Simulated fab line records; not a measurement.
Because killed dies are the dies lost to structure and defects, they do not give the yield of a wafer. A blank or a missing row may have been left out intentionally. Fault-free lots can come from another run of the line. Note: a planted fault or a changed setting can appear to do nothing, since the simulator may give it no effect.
Which of the tools did it?    flow sky130    7 lots, 21 wafers sampled, at 2 steps of a route of 708

## WHAT THE GAUGES READ, wafer by wafer
SKY_VIA1_THK_MEAS_01.
lot   measured      on            VIA1_HDPCVD_THK (nm)
L460  day 33 06:23  filmMetro-03  1028 1034 1017
L463  day 34 12:37  filmMetro-02  1026 1029 1021
L465  day 34 17:15  filmMetro-02  1028 1030 1027
L467  day 35 14:31  filmMetro-01  1045 1045 1034
L469  day 36 02:12  filmMetro-03  1035 1036 1062
L477  day 38 12:35  filmMetro-02  1534 1025 1534
L482  day 40 04:09  filmMetro-03  1022 1023 1030

## TOOL THAT RAN EACH LOT (tool first, then ch and the chambers of the sampled wafers, then the start)
lot   SKY_VIA1_HDPCVD_00
L460  hdpcvd-01 ch 0,1, day 33 06:17
L463  hdpcvd-02 ch 0,2, day 34 12:29
L465  hdpcvd-02 ch 1,2, day 34 17:08
L467  hdpcvd-01 ch 0,2, day 35 14:23
L469  hdpcvd-02 ch 0,1,2, day 36 02:07
L477  hdpcvd-02 ch 0,2, day 38 12:26
L482  hdpcvd-01 ch 0,1, day 40 04:02
- SKY_VIA1_HDPCVD_00: deposits SiO2, target thk 1030 nm, time 171.7 s.

## THE ANSWER, worked out from the rows above alone
Rule: the lots themselves supply what counts as usual. The widest of any qualifying gaps counts: lots, ordered by their means at a reading, are off when they make up no more than a third of the lots, leave a main group of 4 or more, and stand apart from it by 3 or more times the standard deviation of that group's means. The tables above print the reading to a certain number of digits; a main group whose means all agree to those digits is not used. A lot without any number at a reading at which 4 lots or more have one is off too. Any other lot the step has rows for is counted as sound.
Off: L477, seen at SKY_VIA1_THK_MEAS_01 (VIA1_HDPCVD_THK). The main group: mean 1032 nm, standard deviation 7.9.
If a tool, at a process step before that reading, ran all the lots that are off and no sound lot after the first of them, it fits. The gauges at SKY_VIA1_THK_MEAS_01 are tried like those tools. Can't be told from this: 2 tools fit, hdpcvd-02 at SKY_VIA1_HDPCVD_00, filmMetro-02 at SKY_VIA1_THK_MEAS_01.

## WHAT HAD BEEN PUT IN BY THE SIMULATOR
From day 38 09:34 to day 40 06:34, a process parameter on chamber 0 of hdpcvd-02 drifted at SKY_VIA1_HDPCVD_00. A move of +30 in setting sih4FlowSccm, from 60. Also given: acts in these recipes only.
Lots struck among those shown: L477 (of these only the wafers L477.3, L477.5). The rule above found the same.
